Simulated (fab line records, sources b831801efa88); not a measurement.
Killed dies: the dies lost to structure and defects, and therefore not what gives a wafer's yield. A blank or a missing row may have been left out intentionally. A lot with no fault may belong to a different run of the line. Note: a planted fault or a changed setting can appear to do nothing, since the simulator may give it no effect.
A lot that was struck, set against a sound lot	flow sky130	29 steps out of a route of 708
Sound: the wafers L331.1, L331.4, L331.6. Struck: wafers L351.1, L351.3, L351.5. Last of all comes the cause.
Each step with rows lists, per side, the tool, then ch with its chambers, then its first start. Under that, the readings that differ: sound wafers	struck wafers	difference of the means	sigmas: that difference in standard deviations of wafers without a fault.
alike: words and numbers the same on both sides, and readings whose means are apart by under 2 such deviations; not compared: readings that were withheld, readings missing a value for some wafer, numbers with overlapping values and no deviation given by the record, and bounds like >300 which may hide the same value.
The two part at a step that has a row with sigmas, a row that says differs or no value, or rows on one side only. Numbers that have no deviation but don't overlap get no sigmas and don't part them. Lack of a reading on every wafer of one side parts them only where that side has two or more wafers.

SKY_LI_CONTACT_OVL_MEAS_13:
  sound on overlay-02 at day 29 08:01; struck on overlay-01 at day 35 21:49
  alike: LI_CONTACT_OVL
SKY_LI_CONTACT_ETCH_14: etches BARC in N2/H2, stops on SiO2, time 45.9 s, target depth 60 nm.
  sound on rie_diel-03 ch 0,2, day 29 08:02; struck on rie_diel-02 ch 1,2,3, day 35 21:51
  alike: drypump_motor_current_A, oes_product_au, throttle_valve_pct
  not compared: rf_hours_counter_h
then, 5 steps without rows for these wafers: SKY_LI_CONTACT_ETCH_15 (etches PSG in C4F8/O2/Ar, stops on Si, target depth 600 nm); SKY_LI_CONTACT_STRIP_16 (strips in O2/N2); SKY_LI_CONTACT_CLEAN_17 (cleans in NMP, time 600 s); SKY_LI_CONTACT_PRE_CLEAN_18 (time 5.6 s); SKY_LI_CONTACT_SPUTTER_19 (material Ti, target thk 20 nm, time 106.37 s).
SKY_LI_CONTACT_SPUTTER_20: material TiN, target thk 20 nm, time 80 s.
  sound on pvd_sputter-04 at day 29 08:43; struck on pvd_sputter-03 at day 35 22:20
  alike: cathode_dc_power_W, chamber_pressure_pa, throttle_valve_pct
SKY_LI_CONTACT_CVD_21: deposits W, target thk 400 nm, time 120.56 s.
  sound on cvd_w-02 ch 0,1, day 29 08:47; struck on cvd_w-02 ch 0,1, day 35 22:25
  alike: heater_power_w
SKY_LI_CONTACT_RS_MEAS_22: the measuring method here is four-point-probe.
  sound on film_metro-01 at day 29 08:54; struck on film_metro-02 at day 35 22:32
  alike: LI_CONTACT_W_RS
SKY_LI_CONTACT_THK_MEAS_23: measures by xrf.
  sound on film_metro-01 at day 29 09:01; struck on film_metro-02 at day 35 22:39
  alike: LI_CONTACT_W_THK
then, 1 step without rows for these wafers: SKY_LI_CONTACT_CMP_24 (polishes, stops on PSG, t overpolish 20 s, target thk 0 nm).
SKY_LOCAL_INTERCONNECT_SPUTTER_00: material TiN, target thk 100 nm, time 83.3 s.
  sound on pvd_sputter-01 at day 29 09:23; struck on pvd_sputter-04 at day 35 23:01
  no value came back on the struck wafers for cathode_dc_power_W (W), chamber_pressure_pa (Pa), throttle_valve_pct (%); on the sound wafers cathode_dc_power_W (W) reads 6723.1 6720.0 6722.6
SKY_LOCAL_INTERCONNECT_RS_MEAS_01: the measuring method here is four-point-probe.
  sound on film_metro-03 at day 29 09:27; struck on film_metro-04 at day 35 23:04
reading	sound	struck	difference	sigmas
LOCAL_INTERCONNECT_TIN_RS (ohm/sq)	13.61 13.61 13.68	- - -	no value on the struck wafers	
SKY_LOCAL_INTERCONNECT_THK_MEAS_02: measures by xrf.
  sound on film_metro-03 at day 29 09:34; struck on film_metro-04 at day 35 23:11
reading	sound	struck	difference	sigmas
LOCAL_INTERCONNECT_TIN_THK (nm)	104.4 105.4 103.8	<0.0 <0.0 <0.0	differs	
then, 8 steps without rows for these wafers: SKY_LOCAL_INTERCONNECT_DEHYDRATE_03 (time 60 s); SKY_LOCAL_INTERCONNECT_HMDS_04 (prime time 60 s); SKY_LOCAL_INTERCONNECT_COAT_05 (resist thk 60 nm); SKY_LOCAL_INTERCONNECT_COAT_06 (resist thk 450 nm); SKY_LOCAL_INTERCONNECT_SOFTBAKE_07 (time 90 s); SKY_LOCAL_INTERCONNECT_EXPOSE_08 (exposes mask LI1M, target cd 170 nm); SKY_LOCAL_INTERCONNECT_PEB_09; SKY_LOCAL_INTERCONNECT_DEVELOP_10 (develop time 60 s).
SKY_LOCAL_INTERCONNECT_CD_MEAS_11: the cd target is 170 nm.
  sound on cd_sem-01 at day 30 12:44; struck on cd_sem-01 at day 37 00:26
  alike: cd_nm
SKY_LOCAL_INTERCONNECT_OVL_MEAS_12:
  sound on overlay-01 at day 30 12:51; struck on overlay-01 at day 37 00:34
  alike: LOCAL_INTERCONNECT_OVL
SKY_LOCAL_INTERCONNECT_ETCH_13: etches BARC in N2/H2, stops on SiO2, time 45.9 s, target depth 60 nm.
  sound on rie_metal-01 ch 0, day 30 12:53; struck on rie_metal-01 ch 0,1, day 37 00:36
reading	sound	struck	difference	sigmas
oes_product_au (a.u.)	0.864 0.863 0.859	0.854 0.845 0.847	-0.013	-3
  alike: drypump_motor_current_A, throttle_valve_pct
  not compared: rf_hours_counter_h
SKY_LOCAL_INTERCONNECT_METAL_ETCH_14: etches TiN in Cl2/BCl3, stops on PSG, target depth 110 nm, time 31.4 s.
  sound on rie_metal-01 ch 0, day 30 13:01; struck on rie_metal-01 ch 0,1, day 37 00:40
reading	sound	struck	difference	sigmas
oes_product_au (a.u.)	0.966 0.956 0.959	0.490 0.490 0.484	-0.472	-81
throttle_valve_pct (%)	21.883 21.876 21.885	22.188 22.173 22.215	+0.311	+33
  alike: drypump_motor_current_A
  not compared: rf_hours_counter_h
SKY_LOCAL_INTERCONNECT_STRIP_15: strips in O2/N2.
  sound on plasma_asher-03 ch 0,1, day 30 13:07; struck on plasma_asher-02 ch 0,1, day 37 00:43
  alike: drypump_motor_current_A, oes_product_au, strip_time_to_endpoint_s
  not compared: rf_hours_counter_h
-- a jump in the record: the struck wafers' starts before and after are 14 days apart (it breaks off in module LOCAL_INTERCONNECT and resumes in module PAD_OPEN, where the first step shown is number 708 of the route) --
SKY_PAD_OPEN_PROBE_99:
  the record has rows for the struck wafers here (prober-02, day 50 14:46) and none for the sound ones

## WHERE THEY PART
Last at SKY_PAD_OPEN_PROBE_99 as far as this record goes, first at SKY_LOCAL_INTERCONNECT_SPUTTER_00.

WHY: what had been put in by the simulator
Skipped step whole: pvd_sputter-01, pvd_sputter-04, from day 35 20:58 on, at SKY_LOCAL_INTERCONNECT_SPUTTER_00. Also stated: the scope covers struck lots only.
